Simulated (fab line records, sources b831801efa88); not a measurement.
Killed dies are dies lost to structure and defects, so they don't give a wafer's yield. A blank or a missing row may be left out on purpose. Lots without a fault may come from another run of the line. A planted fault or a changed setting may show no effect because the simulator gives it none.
Chamber matching | flow gf180mcu | GF_V5_CVD_02 on pecvd-02: 3 sister chambers
The step deposits SiO2 from TEOS, target thk 1450 nm, time 163.28 s. 6 wafers are shown with their chamber, then 12 later ones without.

WAFERS WITH THEIR CHAMBER
wafer  | chamber | heater_power_w (W)
L087.2 | 2       | 510
L087.4 | 0       | 615
L087.5 | 2       | 562
L088.2 | 1       | 651
L088.3 | 0       | 739
L088.6 | 1       | 728

WAFERS WITHOUT THEIR CHAMBER
wafer  | heater_power_w (W)
L090.1 | 751
L090.2 | 741
L090.3 | 578
L091.2 | 553
L091.5 | 580
L091.6 | 742
L096.1 | 753
L096.2 | 562
L096.3 | 728
L096.4 | 465
L096.5 | 615
L096.6 | 603

WHICH CHAMBER EACH WENT THROUGH
wafer  | from the rows above          | in truth
L090.1 | can't be placed: 1 or 0      | 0
L090.2 | can't be placed: 1 or 0      | 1
L090.3 | can't be placed: 2 or 0 or 1 | 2
L091.2 | can't be placed: 2 or 0 or 1 | 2
L091.5 | can't be placed: 2 or 0 or 1 | 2
L091.6 | can't be placed: 1 or 0      | 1
L096.1 | can't be placed: 1 or 0      | 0
L096.2 | can't be placed: 2 or 0 or 1 | 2
L096.3 | can't be placed: 1 or 0      | 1
L096.4 | 2                            | 2
L096.5 | can't be placed: 0 or 1 or 2 | 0
L096.6 | can't be placed: 2 or 0 or 1 | 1
Placed correctly: 1 of 12. Can't be placed from these rows: 11 (the true chamber is among the candidates in 11). Placed wrongly: 0.
How it was worked out, from the rows above alone: a wafer's distance from a chamber is the root of the sum, over the readings, of the square of ((its reading less the chamber's mean) divided by the reading's scatter). The wafer belongs to the nearest chamber; if the next one is less than 2 further off, it can't be placed. A chamber's mean is the mean of its shown wafers. The scatter: the root of (the sum of the squares of (reading less its chamber's mean) over the shown wafers, divided by (wafers less chambers)).
